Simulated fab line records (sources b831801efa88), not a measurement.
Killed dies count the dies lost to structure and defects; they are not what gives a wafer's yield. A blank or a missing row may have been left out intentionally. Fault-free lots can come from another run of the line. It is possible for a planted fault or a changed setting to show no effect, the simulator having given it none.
What tool caused it? | flow gf180mcu | 7 lots, 20 wafers sampled, at 3 steps of a route of 602

WHAT EACH GAUGE READ, for each wafer
GF_CONTACT_CD_MEAS_14: the cd target is 220 nm.
lot  | measured     | on        | cd-nm (nm)
L994 | day 16 18:06 | cd-sem-02 | 218.4 219.4 220.1
L992 | day 16 21:56 | cd-sem-01 | 220.2 219.5 219.9
L997 | day 17 01:13 | cd-sem-01 | 218.4 220.3 218.1
L100 | day 18 01:59 | cd-sem-02 | 221.0 219.1 220.7
L105 | day 20 02:35 | cd-sem-01 | 218.7 211.6
L112 | day 22 17:17 | cd-sem-01 | 218.2 220.0 218.5
L115 | day 23 15:04 | cd-sem-01 | 219.5 220.4 221.1

WHICH TOOL RAN EACH LOT (tool, then ch and the chambers of the sampled wafers, then the start)
lot  | GF_SAB_STRIP_13                      | GF_CONTACT_EXPOSE_11
L994 | plasma-asher-01 ch 0,1, day 15 17:33 | krf-scanner-02 ch 0, day 16 06:36
L992 | plasma-asher-03 ch 0,1, day 15 20:32 | krf-scanner-02 ch 0, day 16 10:35
L997 | plasma-asher-01 ch 0,1, day 16 00:41 | krf-scanner-01 ch 0, day 16 14:32
L100 | plasma-asher-04 ch 0,1, day 17 00:00 | krf-scanner-02 ch 0, day 17 14:40
L105 | plasma-asher-01 ch 0,1, day 19 00:11 | krf-scanner-02 ch 0, day 19 14:20
L112 | plasma-asher-04 ch 0,1, day 21 17:24 | krf-scanner-01 ch 0, day 22 05:55
L115 | plasma-asher-04 ch 0,1, day 22 15:34 | krf-scanner-01 ch 0, day 23 04:20
- GF_SAB_STRIP_13: strips in O2/N2.
- GF_CONTACT_EXPOSE_11: exposes mask Contact, target cd 220 nm.

THE ANSWER, worked out from the rows above alone
Rule: usual is defined by the lots themselves. Put in order of their means at a reading, lots are off if they are a third of the lots or fewer, leave a main group of 4 or more, and stand apart from it by a gap of 3 or more times the standard deviation of the main group's means; of several such gaps the widest counts. A main group whose means are all the same, to the digits that the tables above print for the reading, isn't used. A lot without any number at a reading at which 4 lots or more have one is off too. Any other lot the step has rows for is counted as sound.
Off at GF_CONTACT_CD_MEAS_14 (cd-nm): L105. The main group: mean 219.6 nm, standard deviation 0.59.
If a tool, at a process step before that reading, ran all the lots that are off and no sound lot after the first of them, it fits. The gauges at GF_CONTACT_CD_MEAS_14 are tried like those tools. This does not decide it: 2 tools fit, namely plasma-asher-01 at GF_SAB_STRIP_13 and krf-scanner-02 at GF_CONTACT_EXPOSE_11.

WHAT THE SIMULATOR PUT IN
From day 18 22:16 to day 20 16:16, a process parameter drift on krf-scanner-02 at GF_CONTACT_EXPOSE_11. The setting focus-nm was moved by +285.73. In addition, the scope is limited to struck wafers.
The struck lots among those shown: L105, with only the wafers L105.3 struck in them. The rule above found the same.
